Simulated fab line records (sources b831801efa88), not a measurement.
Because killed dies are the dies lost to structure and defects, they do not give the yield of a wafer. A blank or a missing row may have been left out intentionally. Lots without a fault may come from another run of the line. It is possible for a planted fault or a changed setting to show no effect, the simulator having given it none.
8D (eight disciplines) problem report, filled in by code ; flow gf180mcu ; the parts of the form that need people (team, actions taken, sign-off) are left out

## 1. PROBLEM STATEMENT
Wafers without a fault read 15.002 s, standard deviation 0.0086; overpolishRunS at GF_V5_CMP_26 reads a mean of 18.309 s on 2 wafers belonging to 2 lots. So: +99 or more standard deviations from the usual mean.
The step: polishes, stops on SiO2, t overpolish 15 s, target thk 0 nm.
Seen first at day 30 07:01 on cmp-02, wafer L281.2. The record has a number at this step for 39 wafers belonging to 13 lots. Rule for "out", or "out of limits": more than 4 standard deviations from the usual mean. Any other wafer with a number is counted as sound.

## 2. WHAT THIS IS AND IS NOT
question;is;is not
which readings at this step;overpolishRunS;motorCurrentA, timeToEndpointS
which lots;L281, L282;L272, L273, L274, L275, L276, L278, L287, L290, L292, L293, L294
which wafers of those lots;L281.2, L282.3;L281.3, L281.4, L282.1, L282.6
read on which tools;cmp-02;cmp-01
when;from day 30 07:01;"up to then (20 sound wafers); but 17 sound wafers of L282, L287, L290, L292, L293, L294 came after"

## 3. THE SUSPECTS, EACH WITH WHAT RULES IT OUT
Counting: if a tool at a process step up to the reading ran every lot that is out, it stays a suspect. Sound lots after the first of them don't rule it out here, since some wafers of a struck lot are sound.
- cmp-02 at GF_V5_CMP_26 (polishes, stops on SiO2, t overpolish 15 s, target thk 0 nm): kept. It ran every lot that is out, first L281 (day 30 07:01); its last sound lot up to then is L278 (day 29 16:22). Its own overpolishRunS readings are out on those wafers.
- At GF_V5_CMP_26, inside cmp-02: chamber 2 took the wafers that are out, while their sound lot-mates went through chambers 0, 3.
Left after counting: cmp-02 at GF_V5_CMP_26.

## 4. THE CAUSE (what the simulator had put in)
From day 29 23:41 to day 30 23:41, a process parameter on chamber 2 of cmp-02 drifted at GF_V5_CMP_26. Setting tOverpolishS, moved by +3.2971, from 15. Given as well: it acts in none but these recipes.
Only this tool survived the counting.

## 5. THE EFFECT CHAIN, in route order
Each row: a reading whose mean over the struck wafers that have a number lies more than 3 standard deviations from the usual. Only readings whose record carries a usual standard deviation are examined. hours: median over the lots of the time between each lot's start at the first step of this table that gives one and its start at this step. sigmas: the change, counted in usual standard deviations.
hours;step;reading;usual;on struck wafers;change;sigmas
0;GF_V5_CMP_26;overpolishRunS;15.002 s;18.309;+3.307;+99 or more
Its process steps:
- GF_V5_CMP_26: polishes, stops on SiO2, t overpolish 15 s, target thk 0 nm.

## 6. HOW IT WOULD HAVE BEEN CAUGHT EARLIER
In this record the first reading out of limits was taken at day 30 07:01, 7 hours after the fault began at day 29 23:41.
